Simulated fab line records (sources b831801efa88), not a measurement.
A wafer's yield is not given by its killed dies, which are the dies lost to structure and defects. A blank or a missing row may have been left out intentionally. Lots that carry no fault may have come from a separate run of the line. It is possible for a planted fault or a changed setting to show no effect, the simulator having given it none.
Which tool did it? | flow gf180mcu | Sampling: 12 lots, 36 wafers, 5 of 602 route steps

== WHAT THE GAUGES SHOWED, per wafer ==
GF_V4_BOW_MEAS_05.
lot  | measured     | on            | V4_BOW (um)
L756 | day 24 13:42 | film-metro-03 | 131 130 112
L759 | day 25 09:40 | film-metro-01 | 126 136 132
L760 | day 25 22:41 | film-metro-01 | 146 132 153
L761 | day 26 08:58 | film-metro-03 | 125 131 122
L762 | day 26 13:22 | film-metro-03 | 130 132 128
L764 | day 27 03:42 | film-metro-01 | 132 130 130
L765 | day 27 09:43 | film-metro-03 | 156 149 147
L766 | day 27 18:12 | film-metro-02 | 148 149 147
L767 | day 28 02:05 | film-metro-03 | 135 122 135
L768 | day 28 10:43 | film-metro-02 | 134 130 119
L769 | day 28 17:59 | film-metro-01 | 137 130 133
L772 | day 29 16:36 | film-metro-01 | 137 144 133

GF_V5_RS_MEAS_24: a four-point-probe measurement.
lot  | measured     | on            | V5_W_RS (ohm/sq)
L756 | day 28 06:22 | film-metro-01 | 0.3297 0.3277 0.3244
L759 | day 29 00:57 | film-metro-04 | 0.3237 0.3246 0.3259
L760 | day 29 10:59 | film-metro-04 | 0.3269 0.3289 0.3259
L761 | day 29 21:32 | film-metro-04 | 0.3297 0.3274 0.3328
L762 | day 30 02:37 | film-metro-04 | 0.3278 0.3268 0.3313
L764 | day 30 14:57 | film-metro-01 | 0.3268 0.3304 0.3263
L765 | day 30 20:24 | film-metro-03 | 0.3408 0.3409 0.3259
L766 | day 31 02:52 | film-metro-03 | 0.3275 0.3278 0.3293
L767 | day 31 09:35 | film-metro-03 | 0.3400 0.3309 0.3410
L768 | day 31 16:56 | film-metro-01 | 0.3250 0.3282 0.3294
L769 | day 32 00:35 | film-metro-04 | 0.3241 0.3326 0.3274
L772 | day 32 18:44 | film-metro-04 | 0.3310 0.3284 0.3282

GF_V5_THK_MEAS_25: measures by xrf.
lot  | measured     | on            | V5_W_THK (nm)
L756 | day 28 06:28 | film-metro-01 | 369 368 374
L759 | day 29 01:04 | film-metro-04 | 369 367 363
L760 | day 29 11:07 | film-metro-04 | 365 361 366
L761 | day 29 21:38 | film-metro-04 | 366 364 359
L762 | day 30 02:44 | film-metro-04 | 359 363 358
L764 | day 30 15:04 | film-metro-01 | 364 361 366
L765 | day 30 20:31 | film-metro-03 | 350 346 362
L766 | day 31 02:59 | film-metro-03 | 364 364 363
L767 | day 31 09:43 | film-metro-03 | 349 362 348
L768 | day 31 17:02 | film-metro-01 | 369 369 364
L769 | day 32 00:42 | film-metro-04 | 369 355 362
L772 | day 32 18:52 | film-metro-04 | 360 359 361

== WHAT TOOL EACH LOT RAN ON (gives the tool, then ch and the chambers of the sampled wafers, and finally the start) ==
lot  | GF_V5_CVD_02                    | GF_V5_CVD_23
L756 | pecvd-04 ch 0,2, day 27 07:58   | cvd-w-01 ch 0, day 28 06:10
L759 | pecvd-04 ch 0,2, day 28 03:29   | cvd-w-02 ch 0,1, day 29 00:50
L760 | pecvd-02 ch 0,1,2, day 28 14:04 | cvd-w-01 ch 1, day 29 10:46
L761 | pecvd-04 ch 0,1,2, day 29 00:55 | cvd-w-01 ch 0,1, day 29 21:25
L762 | pecvd-04 ch 0,1,2, day 29 06:25 | cvd-w-01 ch 0,1, day 30 02:30
L764 | pecvd-04 ch 0,2, day 29 18:47   | cvd-w-02 ch 0,1, day 30 14:50
L765 | pecvd-02 ch 0,2, day 30 00:26   | cvd-w-02 ch 0,1, day 30 20:16
L766 | pecvd-01 ch 0,1,2, day 30 07:15 | cvd-w-01 ch 0, day 31 02:44
L767 | pecvd-01 ch 0,1,2, day 30 14:20 | cvd-w-02 ch 0,1, day 31 09:29
L768 | pecvd-04 ch 0,1,2, day 30 22:10 | cvd-w-01 ch 0,1, day 31 16:48
L769 | pecvd-04 ch 0,2, day 31 05:39   | cvd-w-01 ch 0,1, day 32 00:28
L772 | pecvd-01 ch 0,1,2, day 32 01:20 | cvd-w-01 ch 0,1, day 32 18:38
- GF_V5_CVD_02: deposits SiO2 from TEOS, target thk 1450 nm, time 163.28 s.
- GF_V5_CVD_23: deposits W, target thk 350 nm, time 104.9 s.

== WHAT THE TOOLS THEMSELVES READ (means of the sampled wafers that have a number; where no wafer has one, the mark that the record gives instead) ==
GF_V5_CVD_02.
lot  | tool     | heater-power-w (W)
L756 | pecvd-04 | 601
L759 | pecvd-04 | 666
L760 | pecvd-02 | 618
L761 | pecvd-04 | 567
L762 | pecvd-04 | 587
L764 | pecvd-04 | 676
L765 | pecvd-02 | 576
L766 | pecvd-01 | 678
L767 | pecvd-01 | 687
L768 | pecvd-04 | 552
L769 | pecvd-04 | 641
L772 | pecvd-01 | 772

GF_V5_CVD_23.
lot  | tool     | chamber-pressure-Torr (Torr) | heater-power-w (W)
L756 | cvd-w-01 | 39.93                        | 691
L759 | cvd-w-02 | 40.06                        | 796
L760 | cvd-w-01 | 40.00                        | 713
L761 | cvd-w-01 | 40.06                        | 696
L762 | cvd-w-01 | 39.95                        | 720
L764 | cvd-w-02 | 39.93                        | 826
L765 | cvd-w-02 | 38.52                        | 806
L766 | cvd-w-01 | 40.04                        | 695
L767 | cvd-w-02 | 38.44                        | 810
L768 | cvd-w-01 | 40.02                        | 696
L769 | cvd-w-01 | 39.99                        | 720
L772 | cvd-w-01 | 39.97                        | 714

== THE ANSWER, worked out from the rows above alone ==
Rule: the lots themselves supply what counts as usual. Put in order of their means at a reading, lots are off if they are a third of the lots or fewer, leave a main group of 4 or more, and stand apart from it by a gap of 3 or more times the standard deviation of the main group's means; of several such gaps the widest counts. A main group whose means are all the same, to the digits that the tables above print for the reading, isn't used. Also off: a lot with no number at a reading for which 4 or more lots have one. All remaining lots with rows at the step are treated as sound. First the gauges in route order, then the tools' own readings, where a lot's mean is used as printed above. The first step at which some lot is off is used, and at that step the reading that is off furthest; a lot without a number counts as furthest.
Off: at GF_V5_RS_MEAS_24 (V5_W_RS), L765, L767. The main group: mean 0.3279 ohm/sq, standard deviation 0.0013.
A tool fits if, at a process step before that reading, it ran every lot that is off, and no sound lot after the first of them. Not tried: the gauges at GF_V5_RS_MEAS_24; whatever is off there is also off at GF_V5_CVD_23, on other tools, and gauge error can't account for it. One candidate fits, namely cvd-w-02 at GF_V5_CVD_23. Its last sound lot is L764 (day 30 14:50), its first lot that is off L765 (day 30 20:16): a fault that began between those two fits.
On the lots that are off, the tool's own readings at GF_V5_CVD_23 differ by more than 5 times the standard deviation of the sound lots' means, which bears it out; chamber-pressure-Torr reads 38.48 Torr there versus 40.00 Torr on the sound lots.

== WHAT HAD BEEN PUT IN BY THE SIMULATOR ==
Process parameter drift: cvd-w-02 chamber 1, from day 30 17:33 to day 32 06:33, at GF_V5_CVD_23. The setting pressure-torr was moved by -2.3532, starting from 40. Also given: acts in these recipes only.
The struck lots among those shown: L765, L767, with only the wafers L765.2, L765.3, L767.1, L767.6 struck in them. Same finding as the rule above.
